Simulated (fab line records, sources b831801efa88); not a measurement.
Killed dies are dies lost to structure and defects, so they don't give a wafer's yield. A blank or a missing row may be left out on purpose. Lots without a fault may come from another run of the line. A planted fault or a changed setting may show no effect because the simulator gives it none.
fab line records | flow sky130 | part 2 of 2: steps 29 to 37 of 37
record lots=5 wafers=15 last_day=50
route steps=708 shown SD_N@344 SD_P@359 RES_XHIGH@360 SALICIDE@361 LI_CONTACT@362
lots that met no fault: from a run of the same line without faults
start_h: hours from the record's first day to the start of the lot's first wafer shown | wait_h: hours since the lot's step before | " the same as in the row above | L1.1+2: a row that stands for several wafers | - no value, or no start given | * or withheld: withheld | < > ~ a bound
route shown NAME@n: a module of which the file shows steps, and the number in the route of the first | usual: mean/standard deviation of fault-free wafers | same: alike in all rows | chamber/n: place in a boat | sites: the reading at each site | _std_site: their standard deviation | _edge_site: outer sites' mean less inner sites' | radius_mm: how far each site lies from the wafer's centre | mask NAME#n: copy n | behind: the tool/chamber that last shaped the wafer | hold: why the lot was held/for how many hours/how that ended | device: the transistor (n, p or np) that didn't switch | end of line: the same wafers' tests at the end of the route | a step without rows: its recipe alone | killed: dies lost to structure and defects at the first sort, not the wafer's yield | map: a wafer's dies, x killed, . not, _ none there
set.NAME: the setting as run; set.NAME@STEP: as run at that earlier step | model.NAME: the simulator's own value behind a step, which no gauge read
lots at some steps of the route; a table a step, a row a wafer
services: from which hour (start_h, from the record's first day; less than 0 if before it) a tool's chamber was out of use, for how many hours, and why
## steps
# step SKY_LI_CONTACT_DEVELOP_11
# recipe develop_time_s=60 resist=KrF-thick dev_temp_c=21
# usual chill_plate_temp_C=23.01/0.1
# columns lot.wafer tool chamber start_h wait_h chill_plate_temp_C
L076.1 litho_track-01 0 - - 23.01
L076.3 " 0 " " 23.03
L076.6 " 0 " " 23.11
L082.3 litho_track-01 0 - - 22.83
L082.4 " 0 " " 23.15
L082.6 " 0 " " 23.13
L090.1 litho_track-01 0 - - 23.01
L090.2 " 0 " " 23.03
L090.4 " 0 " " 22.90
L093.2 litho_track-02 0 - - 22.97
L093.3 " 0 " " 23.05
L093.4 " 0 " " 23.06
L095.2 litho_track-01 0 - - 22.98
L095.4 " 0 " " 23.19
L095.5 " 0 " " 23.01
# step SKY_LI_CONTACT_CD_MEAS_12
# recipe target_cd_nm=170
# usual cd_nm=169.8/1.8
# columns lot.wafer tool chamber start_h wait_h cd_nm
L076.1 cd_sem-01 - 678.36 - 170.8
L076.3 " - " " 170.5
L076.6 " - " " 171.3
L082.3 cd_sem-02 - 746.35 - 172.6
L082.4 " - " " 172.9
L082.6 " - " " 172.3
L090.1 cd_sem-01 - 813.01 - 170.4
L090.2 " - " " 170.5
L090.4 " - " " 170.4
L093.2 cd_sem-01 - 824.98 - 169.3
L093.3 " - " " 171.6
L093.4 " - " " 170.6
L095.2 cd_sem-01 - 860.58 - 170.4
L095.4 " - " " 169.7
L095.5 " - " " 170.4
# step SKY_LI_CONTACT_OVL_MEAS_13
# usual LI_CONTACT_OVL=1/7
# columns lot.wafer tool chamber start_h wait_h LI_CONTACT_OVL[nm]
L076.1 overlay-01 - 678.48 0.1 -4
L076.3 " - " " -9
L076.6 " - " " -11
L082.3 overlay-02 - 746.44 0.1 -4
L082.4 " - " " -3
L082.6 " - " " -5
L090.1 overlay-02 - 813.13 0.1 2
L090.2 " - " " 1
L090.4 " - " " 3
L093.2 overlay-01 - 825.09 0.1 5
L093.3 " - " " 9
L093.4 " - " " 0
L095.2 overlay-02 - 860.69 0.1 2
L095.4 " - " " -3
L095.5 " - " " 4
# step SKY_LI_CONTACT_ETCH_14
# recipe chemistry=N2/H2 target=BARC ion_energy_ev=200 source_w=500 bias_w=100 pressure_mtorr=30 n2_flow_sccm=100 h2_flow_sccm=200 stop_on=SiO2 time_s=45.9 target_depth_a=600
# usual bias_w=100.05/0.28 drypump_motor_current_A=5.5/0.58 oes_product_au=0.855/0.0047 throttle_valve_pct=13.224/0.009
# columns lot.wafer tool chamber start_h wait_h bias_w drypump_motor_current_A oes_product_au rf_hours_counter_h throttle_valve_pct
L076.1 rie_diel-03 0 678.52 0.0 99.89 5.4 0.849 15 13.207
L076.3 " 2 " " 99.73 6.1 0.854 4 13.215
L076.6 " 3 " " 99.75 4.7 0.858 - 13.225
L082.3 rie_diel-03 0 746.47 0.0 100.00 5.5 0.854 16 13.213
L082.4 " 3 " " 99.91 4.7 0.853 16 13.221
L082.6 " 1 " " 100.19 5.8 0.852 - 13.230
L090.1 rie_diel-04 1 813.17 0.0 100.23 4.8 0.861 4 13.235
L090.2 " 3 " " 100.43 5.9 0.854 1 13.226
L090.4 " 3 " " 100.03 5.9 0.859 - 13.220
L093.2 rie_diel-04 3 825.12 0.0 99.90 5.9 0.855 1 13.227
L093.3 " 2 " " 100.41 4.6 0.853 11 13.222
L093.4 " 3 " " 100.19 5.9 0.852 - 13.219
L095.2 rie_diel-03 2 860.72 0.0 99.65 6.1 0.852 7 13.225
L095.4 " 2 " " 99.57 6.1 0.859 - 13.222
L095.5 " 0 " " 99.36 5.5 0.849 - 13.204
# step SKY_LI_CONTACT_ETCH_15
# recipe target=PSG chemistry=C4F8/O2/Ar stop_on=Si taper_deg=4.15 mask_material=KrF-thick source_w=1500 bias_w=1200 pressure_mtorr=40 c4f8_flow_sccm=withheld O2_flow_sccm=6 Ar_flow_sccm=300 time_s=withheld target_depth_a=6000
# usual bias_w=1200/3.6 oes_product_au=0.837/0.0049
# columns lot.wafer tool chamber start_h wait_h bias_w oes_product_au
L076.1 rie_diel-03 0 678.56 0.0 1200 0.839
L076.3 " 2 " " 1204 0.848
L076.6 " 3 " " 1207 0.839
L082.3 rie_diel-03 0 746.51 0.0 1197 0.834
L082.4 " 3 " " 1195 0.846
L082.6 " 1 " " 1203 0.834
L090.1 rie_diel-04 1 813.21 0.0 1201 0.837
L090.2 " 3 " " 1202 0.839
L090.4 " 3 " " 1203 0.839
L093.2 rie_diel-04 3 825.16 0.0 1204 0.835
L093.3 " 2 " " 1196 0.832
L093.4 " 3 " " 1197 0.822
L095.2 rie_diel-03 2 860.76 0.0 1198 0.833
L095.4 " 2 " " 1194 0.846
L095.5 " 0 " " 1205 0.838
# step SKY_LI_CONTACT_STRIP_16
# recipe chemistry=O2/N2 power_w=1400 pressure_mtorr=1500 platen_temp_c=withheld o2_flow_sccm=3000 n2_flow_sccm=300 overash_fraction=0.5
# usual drypump_motor_current_A=5.8/0.48 oes_product_au=0.375/0.0046 strip_time_to_endpoint_s=3.49/0.033
# columns lot.wafer tool chamber start_h wait_h drypump_motor_current_A oes_product_au rf_hours_counter_h strip_time_to_endpoint_s
L076.1 plasma_asher-01 0 678.65 - 5.1 0.378 75 3.53
L076.3 " 1 " " 5.2 0.372 - 3.49
L076.6 " 0 " " 5.2 0.379 - 3.48
L082.3 plasma_asher-03 1 746.63 - 6.5 0.376 - 3.46
L082.4 " 0 " " 5.4 0.376 - 3.44
L082.6 " 0 " " 5.4 0.378 - 3.50
L090.1 plasma_asher-02 0 813.30 - 5.9 0.364 39 3.49
L090.2 " 1 " " 6.2 0.379 39 3.47
L090.4 " 1 " " 6.2 0.372 - 3.47
L093.2 plasma_asher-02 0 825.24 - 5.9 0.375 40 3.52
L093.3 " 1 " " 6.1 0.372 - 3.55
L093.4 " 0 " " 5.8 0.377 - 3.51
L095.2 plasma_asher-03 0 860.85 - 5.4 0.376 71 3.48
L095.4 " 1 " " 6.4 0.372 - 3.46
L095.5 " 0 " " 5.4 0.382 - 3.48
# step SKY_LI_CONTACT_CLEAN_17
# recipe chemistry=NMP time_s=600 temp_c=60 dry=n2_spin
# columns lot.wafer tool chamber start_h wait_h
L076.1+3+6 wet_bench-02 3 678.75 0.1
L082.3+4+6 wet_bench-02 1 746.70 0.0
L090.1+2+4 wet_bench-04 3 813.40 0.1
L093.2+3+4 wet_bench-02 2 825.34 0.1
L095.2+4+5 wet_bench-01 1 860.95 0.1
# step SKY_LI_CONTACT_PRE_CLEAN_18
# recipe gas=Ar time_s=5.6 bias_v=358
# columns lot.wafer tool chamber start_h wait_h
L076.1+3+6 pvd_sputter-01 - 678.94 0.0
L082.3+4+6 pvd_sputter-03 - 746.87 0.0
L090.1+2+4 pvd_sputter-03 - 813.59 0.0
L093.2+3+4 pvd_sputter-03 - 825.52 0.0
L095.2+4+5 pvd_sputter-03 - 861.12 0.0
# step SKY_LI_CONTACT_SPUTTER_19
# recipe material=Ti target_thk_nm=20 chamber_pressure_pa=5 power_w=2500 substrate_temp_c=200 time_s=106.37
# usual throttle_valve_pct=29.9/0.81
# columns lot.wafer tool chamber start_h wait_h throttle_valve_pct
L076.1 pvd_sputter-01 - 678.96 0.0 30.5
L076.3 " - " " 30.4
L076.6 " - " " 29.4
L082.3 pvd_sputter-03 - 746.89 0.0 29.9
L082.4 " - " " 31.1
L082.6 " - " " 28.6
L090.1 pvd_sputter-03 - 813.61 0.0 30.1
L090.2 " - " " 28.6
L090.4 " - " " 29.6
L093.2 pvd_sputter-03 - 825.54 0.0 30.0
L093.3 " - " " 28.6
L093.4 " - " " 29.4
L095.2 pvd_sputter-03 - 861.14 0.0 30.0
L095.4 " - " " 28.6
L095.5 " - " " 28.3
## services
# columns tool chamber start_h hours kind
wet_bench-03 - 621.61 3.7 repair
rie_diel-03 1 631.98 4.4 repair
hdpcvd-01 - 632.40 5.5 pm
krf_scanner-01 - 632.80 1.4 repair
krf_scanner-01 - 634.25 4.4 pm
cmp-02 - 640.16 1.6 repair
krf_scanner-01 - 640.46 1.5 repair
implanter-02 - 641.98 4.1 pm
krf_scanner-01 - 642.24 1.0 pm
hdpcvd-01 1 649.16 10.5 repair
rie_diel-03 3 653.56 5.6 repair
implanter-04 - 655.76 3.0 repair
plasma_asher-04 - 697.66 2.4 repair
implanter-04 - 729.33 3.7 repair
implanter-02 - 732.05 7.8 repair
plasma_asher-04 - 733.75 9.0 pm
implanter-02 - 741.53 12.1 pm
implanter-04 - 750.52 3.4 pm
rie_diel-04 0 792.53 35.1 repair
plasma_asher-04 - 793.73 17.9 pm
implanter-02 - 810.22 3.8 repair
implanter-04 - 810.63 4.9 repair
wet_bench-04 - 825.99 5.8 repair
rie_diel-04 0 859.97 1.6 repair
